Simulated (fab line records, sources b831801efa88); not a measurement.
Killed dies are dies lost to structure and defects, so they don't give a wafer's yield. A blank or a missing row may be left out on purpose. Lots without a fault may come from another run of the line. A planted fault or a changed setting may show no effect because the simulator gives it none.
One fault seen from 2 desks | flow sky130 | each desk has only its own numbers; what lay behind them comes last

THE METROLOGY DESK
What the gauges read, lot by lot, whatever tool the lot ran on: means of the sampled wafers that have a number. A lot is out of limits, marked OUT, if its mean lies more than 4 standard deviations from the usual mean; the brackets give that distance.
Columns: A = cd_nm at SKY_FIELD_ISO_CD_MEAS_13, usual 150.6 nm
lot  | first seen here | A
L220 | day 2 11:01     | 152.4
L221 | day 2 15:07     | 149.3
L231 | day 6 01:54     | 150.7
L232 | day 6 02:16     | 150.9
L235 | day 6 02:25     | 151.0
L239 | day 6 11:50     | 152.3
This desk's finding: nothing out of limits on any of the 6 lots.

THE TOOL OWNER'S DESK: rie_si-02
The tool's own readings at SKY_FIELD_ISO_ETCH_17 (etches Si in HBr/Cl2/O2, target depth 342 nm, time 97.7 s): means of the sampled wafers that have a number, for each lot that ran on this tool. A lot is out of limits, marked OUT, if its mean lies more than 4 standard deviations from the usual mean; the brackets give that distance.
Columns: A = bias_w at SKY_FIELD_ISO_ETCH_17, usual 150.0 W; B = drypump_motor_current_A at SKY_FIELD_ISO_ETCH_17, usual 5.5 A; C = oes_product_au at SKY_FIELD_ISO_ETCH_17, usual 0.994 a.u.; D = throttle_valve_pct at SKY_FIELD_ISO_ETCH_17, usual 25.660 %
lot  | first seen here | A               | B   | C     | D
L220 | day 2 11:20     | 150.0           | 5.4 | 0.988 | 25.648
L231 | day 6 02:13     | 168.3 (+42) OUT | 5.3 | 1.011 | 25.651
L232 | day 6 02:34     | 168.2 (+42) OUT | 5.3 | 1.014 | 25.644
This desk's finding: out of limits on L231, L232; first on L231, day 6 02:13 (bias_w at SKY_FIELD_ISO_ETCH_17). In limits: L220.

PUT TOGETHER
The tool owner's desk could have raised an alarm at day 6 02:13, on L231, L232.
The metrology desk saw nothing out of limits.
The metrology desk has L231, L232 on record, within its limits.
Of the lots named, all ran SKY_FIELD_ISO_ETCH_17 on rie_si-02.

WHAT THE SIMULATOR HAD PUT IN
Process parameter drift: rie_si-02, from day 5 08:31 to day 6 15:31, at SKY_FIELD_ISO_ETCH_17. Setting bias_w, moved by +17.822, from 150. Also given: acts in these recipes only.
Lots struck among those shown: L231, L232.
Hours from the fault's start to each desk's first reading out of limits: the tool owner's desk, 18.
